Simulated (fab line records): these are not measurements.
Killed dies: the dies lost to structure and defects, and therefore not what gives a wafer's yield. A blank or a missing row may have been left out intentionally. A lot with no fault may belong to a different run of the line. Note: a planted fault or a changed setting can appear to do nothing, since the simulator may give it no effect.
Split-lot experiment || flow sfqLine || 23 wafers read from 5 lots, route of 325 steps

THE SPLIT ITSELF
At SFQ_TRILAYER_M3_LITHO_COAT_075 (resist thk 600 nm), the setting resistThkNm was moved away from the recipe's 600 nm on 7 of the 23 wafers read, by -5.5% to +1.5%. For the rest of the wafers, this setting stayed at what the recipe calls for.

FROM THE SPLIT TO THE READING: what the file shows between them, 4 steps
- SFQ_TRILAYER_M3_LITHO_SOFTBAKE_079
- SFQ_TRILAYER_M3_LITHO_EXPOSE_076: exposes mask M3, target cd 500 nm
- SFQ_TRILAYER_M3_LITHO_DEVELOP_077: time 60 s
- SFQ_TRILAYER_M3_BARC_OPEN_METAL_ETCH_100: etches BARC in O2, target depth 125 nm, time 41.7 s

THE READING
KrF_of_TRILAYER_M3_LITHO_COAT_075.thkNm (the simulator's own value, which no gauge read), in nm, at SFQ_TRILAYER_M3_ETCH_METAL_ETCH_078 (etches Nb in Cl2/Ar, stops on SiO2, target depth 240 nm, time 120 s). The file does not state a usual value for it. Across the 16 wafers here that went through the recipe, the average is 381.1 nm and the standard deviation 2.8 nm.

{"wafer": "L078.1", "tool, chamber at the split": "lithoTrack-03, 0", "resistThkNm as run, nm": 600, "against the recipe": "recipe", "KrF_of_TRILAYER_M3_LITHO_COAT_075.thkNm, nm": 380.6, "against lot-mates on the recipe": "-"}
{"wafer": "L078.3", "tool, chamber at the split": "lithoTrack-03, 0", "resistThkNm as run, nm": 577.2, "against the recipe": "-3.8%", "KrF_of_TRILAYER_M3_LITHO_COAT_075.thkNm, nm": 358, "against lot-mates on the recipe": -21.3}
{"wafer": "L078.4", "tool, chamber at the split": "lithoTrack-03, 0", "resistThkNm as run, nm": 577.2, "against the recipe": "-3.8%", "KrF_of_TRILAYER_M3_LITHO_COAT_075.thkNm, nm": 354.9, "against lot-mates on the recipe": -24.4}
{"wafer": "L078.5", "tool, chamber at the split": "lithoTrack-03, 0", "resistThkNm as run, nm": 600, "against the recipe": "recipe", "KrF_of_TRILAYER_M3_LITHO_COAT_075.thkNm, nm": 379, "against lot-mates on the recipe": "-"}
{"wafer": "L078.6", "tool, chamber at the split": "lithoTrack-03, 0", "resistThkNm as run, nm": 600, "against the recipe": "recipe", "KrF_of_TRILAYER_M3_LITHO_COAT_075.thkNm, nm": 378.2, "against lot-mates on the recipe": "-"}
{"wafer": "L079.3", "tool, chamber at the split": "lithoTrack-02, 0", "resistThkNm as run, nm": 600, "against the recipe": "recipe", "KrF_of_TRILAYER_M3_LITHO_COAT_075.thkNm, nm": 381.7, "against lot-mates on the recipe": "-"}
{"wafer": "L079.4", "tool, chamber at the split": "lithoTrack-02, 0", "resistThkNm as run, nm": 600, "against the recipe": "recipe", "KrF_of_TRILAYER_M3_LITHO_COAT_075.thkNm, nm": 384.8, "against lot-mates on the recipe": "-"}
{"wafer": "L079.5", "tool, chamber at the split": "lithoTrack-02, 0", "resistThkNm as run, nm": 600, "against the recipe": "recipe", "KrF_of_TRILAYER_M3_LITHO_COAT_075.thkNm, nm": 384, "against lot-mates on the recipe": "-"}
{"wafer": "L081.1", "tool, chamber at the split": "lithoTrack-03, 0", "resistThkNm as run, nm": 600, "against the recipe": "recipe", "KrF_of_TRILAYER_M3_LITHO_COAT_075.thkNm, nm": 378.5, "against lot-mates on the recipe": "-"}
{"wafer": "L081.3", "tool, chamber at the split": "lithoTrack-03, 0", "resistThkNm as run, nm": 609.2, "against the recipe": "+1.5%", "KrF_of_TRILAYER_M3_LITHO_COAT_075.thkNm, nm": 388.1, "against lot-mates on the recipe": "+10.5"}
{"wafer": "L081.4", "tool, chamber at the split": "lithoTrack-03, 0", "resistThkNm as run, nm": 609.2, "against the recipe": "+1.5%", "KrF_of_TRILAYER_M3_LITHO_COAT_075.thkNm, nm": 386.4, "against lot-mates on the recipe": "+8.8"}
{"wafer": "L081.5", "tool, chamber at the split": "lithoTrack-03, 0", "resistThkNm as run, nm": 600, "against the recipe": "recipe", "KrF_of_TRILAYER_M3_LITHO_COAT_075.thkNm, nm": 376.7, "against lot-mates on the recipe": "-"}
{"wafer": "L081.6", "tool, chamber at the split": "lithoTrack-03, 0", "resistThkNm as run, nm": 609.2, "against the recipe": "+1.5%", "KrF_of_TRILAYER_M3_LITHO_COAT_075.thkNm, nm": 388.5, "against lot-mates on the recipe": "+10.9"}
{"wafer": "L083.1", "tool, chamber at the split": "lithoTrack-02, 0", "resistThkNm as run, nm": 600, "against the recipe": "recipe", "KrF_of_TRILAYER_M3_LITHO_COAT_075.thkNm, nm": 383.5, "against lot-mates on the recipe": "-"}
{"wafer": "L083.2", "tool, chamber at the split": "lithoTrack-02, 0", "resistThkNm as run, nm": 600, "against the recipe": "recipe", "KrF_of_TRILAYER_M3_LITHO_COAT_075.thkNm, nm": 377.2, "against lot-mates on the recipe": "-"}
{"wafer": "L083.3", "tool, chamber at the split": "lithoTrack-02, 0", "resistThkNm as run, nm": 600, "against the recipe": "recipe", "KrF_of_TRILAYER_M3_LITHO_COAT_075.thkNm, nm": 378.2, "against lot-mates on the recipe": "-"}
{"wafer": "L083.5", "tool, chamber at the split": "lithoTrack-02, 0", "resistThkNm as run, nm": 600, "against the recipe": "recipe", "KrF_of_TRILAYER_M3_LITHO_COAT_075.thkNm, nm": 381.9, "against lot-mates on the recipe": "-"}
{"wafer": "L083.6", "tool, chamber at the split": "lithoTrack-02, 0", "resistThkNm as run, nm": 600, "against the recipe": "recipe", "KrF_of_TRILAYER_M3_LITHO_COAT_075.thkNm, nm": 381.2, "against lot-mates on the recipe": "-"}
{"wafer": "L085.1", "tool, chamber at the split": "lithoTrack-02, 0", "resistThkNm as run, nm": 566.7, "against the recipe": "-5.5%", "KrF_of_TRILAYER_M3_LITHO_COAT_075.thkNm, nm": 352.8, "against lot-mates on the recipe": -31.0}
{"wafer": "L085.3", "tool, chamber at the split": "lithoTrack-02, 0", "resistThkNm as run, nm": 600, "against the recipe": "recipe", "KrF_of_TRILAYER_M3_LITHO_COAT_075.thkNm, nm": 383.3, "against lot-mates on the recipe": "-"}
{"wafer": "L085.4", "tool, chamber at the split": "lithoTrack-02, 0", "resistThkNm as run, nm": 600, "against the recipe": "recipe", "KrF_of_TRILAYER_M3_LITHO_COAT_075.thkNm, nm": 386.7, "against lot-mates on the recipe": "-"}
{"wafer": "L085.5", "tool, chamber at the split": "lithoTrack-02, 0", "resistThkNm as run, nm": 566.7, "against the recipe": "-5.5%", "KrF_of_TRILAYER_M3_LITHO_COAT_075.thkNm, nm": 356.7, "against lot-mates on the recipe": -27.1}
{"wafer": "L085.6", "tool, chamber at the split": "lithoTrack-02, 0", "resistThkNm as run, nm": 600, "against the recipe": "recipe", "KrF_of_TRILAYER_M3_LITHO_COAT_075.thkNm, nm": 381.5, "against lot-mates on the recipe": "-"}

FIT RESULTS
A straight line over all 23 wafers: KrF_of_TRILAYER_M3_LITHO_COAT_075.thkNm changes by +5.17 nm for each +1% of resistThkNm; r = +0.96; the points scatter about the line by 3.1 nm.
The same after taking each lot's own level away (the mean of its wafers on the recipe; 23 wafers): +5.6 nm for each +1%; r = +0.99; scatter 2 nm.
Per that fit: largest resistThkNm move, reading shift of 31 nm.
The lots' own levels span 377.60 to 383.83 nm, that is 2.2 times the standard deviation above.
Consequently the slope shifts little with the lot-to-lot level, the two slopes agreeing.
Check: for one of the wafers moved furthest among these (-5.5%), held out of the fit, the line's prediction against its lot-mates is -30.7 nm. Against them it came out at -31 nm.

FURTHER SPLITS ON THESE WAFERS
Before the reading, these wafers also passed through other splits. Each is held against what the fit with the lots' levels taken away leaves over:
{"other split on the same wafers": "SFQ_TRILAYER_I1_VIA_LITHO_EXPOSE_050 doseMj", "wafers away from the commonest value": 8, "r with KrF_of_TRILAYER_M3_LITHO_COAT_075.thkNm (lot level and that fit taken away)": -0.30}
{"other split on the same wafers": "SFQ_TRILAYER_I1_VIA_BARC_OPEN_VIA_ETCH_071 biasW", "wafers away from the commonest value": 7, "r with KrF_of_TRILAYER_M3_LITHO_COAT_075.thkNm (lot level and that fit taken away)": "+0.16"}
{"other split on the same wafers": "SFQ_TRILAYER_M2_LITHO_COAT_062 spinRpm", "wafers away from the commonest value": 5, "r with KrF_of_TRILAYER_M3_LITHO_COAT_075.thkNm (lot level and that fit taken away)": -0.09}
{"other split on the same wafers": "SFQ_TRILAYER_M2_LITHO_COAT_057 spinRpm", "wafers away from the commonest value": 12, "r with KrF_of_TRILAYER_M3_LITHO_COAT_075.thkNm (lot level and that fit taken away)": "+0.07"}

THE WHOLE CHAIN: every reading that the file lists as answering this split, in the file's order
{"step": "SFQ_TRILAYER_M3_LITHO_COAT_075", "what it does": "resist thk 600 nm", "reading": "KrF_of_TRILAYER_M3_LITHO_COAT_075.thkNm (the simulator's own value, which no gauge read)", "change (the file's fit)": "+5.76 nm for each +1% of the setting", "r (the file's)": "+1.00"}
{"step": "SFQ_TRILAYER_M3_BARC_OPEN_METAL_ETCH_100", "what it does": "etches BARC in O2, target depth 125 nm, time 41.7 s", "reading": "KrF_of_TRILAYER_M3_LITHO_COAT_075.thkNm (the simulator's own value, which no gauge read)", "change (the file's fit)": "+5.72 nm for each +1% of the setting", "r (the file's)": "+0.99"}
{"step": "SFQ_TRILAYER_M3_ETCH_METAL_ETCH_078", "what it does": "etches Nb in Cl2/Ar, stops on SiO2, target depth 240 nm, time 120 s", "reading": "KrF_of_TRILAYER_M3_LITHO_COAT_075.thkNm (the simulator's own value, which no gauge read)", "change (the file's fit)": "+5.54 nm for each +1% of the setting", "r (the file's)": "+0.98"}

FILE'S OWN FIT
KrF_of_TRILAYER_M3_LITHO_COAT_075.thkNm changes by +5.54 nm for each +1% of resistThkNm, r = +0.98.
